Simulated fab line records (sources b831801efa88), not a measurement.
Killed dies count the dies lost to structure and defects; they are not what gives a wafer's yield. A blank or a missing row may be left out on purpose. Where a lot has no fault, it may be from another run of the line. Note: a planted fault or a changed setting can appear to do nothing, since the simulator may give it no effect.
Code-filled problem report in 8D (eight disciplines) form | flow gf180mcu | the parts of the form that need people (team, actions taken, sign-off) are left out

## 1. PROBLEM STATEMENT
Mean MVSD_TW at GF_MVSD_TW_MEAS_11: 1677 over 6 wafers in 2 lots; fault-free wafers: 1570, standard deviation 14. Relative to the usual mean, that is a shift of +7.6 standard deviations.
First observed at day 8 07:59: wafer L422.1, on film_metro-04. The record has a number at this step for 39 wafers belonging to 13 lots. Rule for "out", or "out of limits": more than 4 standard deviations from the usual mean. Any other wafer with a number is counted as sound.

## 2. WHAT IT IS AND WHAT IT IS NOT
question                    | is                           | is not
which readings at this step | MVSD_TW                      | -
which lots                  | L422, L423                   | L406, L407, L408, L409, L410, L411, L412, L413, L420, L421, L425
which wafers of those lots  | all that have a number       | -
read on which gauges        | film_metro-02, film_metro-04 | film_metro-01
when                        | from day 8 07:59             | up to then (30 sound wafers); but 3 sound wafers of L425 came after

## 3. SUSPECTS, AND WHAT RULES EACH OUT
Counting: a tool stays on the suspect list if, at a process step up to the reading, it processed all lots that are out and no sound lot following the first of them.
- the gauge at GF_MVSD_TW_MEAS_11 has been ruled out. Those wafers that are out were read across 2 gauges (film_metro-02, film_metro-04).
- implanter-01 at GF_MVSD_IMPLANT_08: kept. It processed each lot that is out, first L422 at day 8 07:35, and no sound lot thereafter; up to then, the last sound lot it processed was L421 at day 8 04:20. Its own readings are out on those wafers: dose_ions_cm2, faraday_current_uA.
The count leaves implanter-01 at GF_MVSD_IMPLANT_08.

## 4. THE CAUSE (what the simulator had put in)
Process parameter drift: implanter-01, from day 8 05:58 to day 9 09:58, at GF_MVSD_IMPLANT_08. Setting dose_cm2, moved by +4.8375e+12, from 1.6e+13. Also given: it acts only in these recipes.
Only this tool survived the counting.

## 5. THE CHAIN OF EFFECTS, in route order
Each row: a reading whose mean over the struck wafers that have a number lies more than 3 standard deviations from the usual. Only readings for which the record gives a usual standard deviation are gone through. hours: the time from each lot's start at the first step in this table that gives one to its start at this step, as a median over the lots. sigmas: the change in usual standard deviations.
hours | step                     | reading            | usual        | on struck wafers | change      | sigmas
0     | GF_MVSD_IMPLANT_08       | dose_ions_cm2      | 1.6002e+13   | 2.0832e+13       | +4.8297e+12 | +99 or more
0     | GF_MVSD_IMPLANT_08       | faraday_current_uA | 90.3         | 117.1            | +26.8       | +15
0     | GF_MVSD_TW_MEAS_11       | MVSD_TW            | 1570         | 1677             | +107        | +7.6
89    | GF_VT_IMPLANT_RS_MEAS_46 | MVSD_RS            | 456.7 ohm/sq | 400.5            | -56.2       | -51
Process steps it contains:
- GF_MVSD_IMPLANT_08
Later measuring or inspecting steps at which every struck wafer that the step has a row for has a number for every such reading, and none has moved that far: GF_M2_OVL_MEAS_15, GF_V2_CD_MEAS_14, GF_V2_OVL_MEAS_15.

## 6. HOW IT WOULD HAVE BEEN CAUGHT EARLIER
The first out-of-limits reading at a measuring or inspecting step in this record came at day 8 07:59, 2 hours after the fault's start at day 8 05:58.
At GF_MVSD_IMPLANT_08, the tool's own readings (dose_ions_cm2, faraday_current_uA) were out on each struck wafer the step has a row for, so an alarm limit on them would have fired on the first such wafer.
Of the lots that are out (2), L423 began GF_MVSD_IMPLANT_08 on implanter-01 after day 8 07:59. Holding the tool at that time would have saved it.
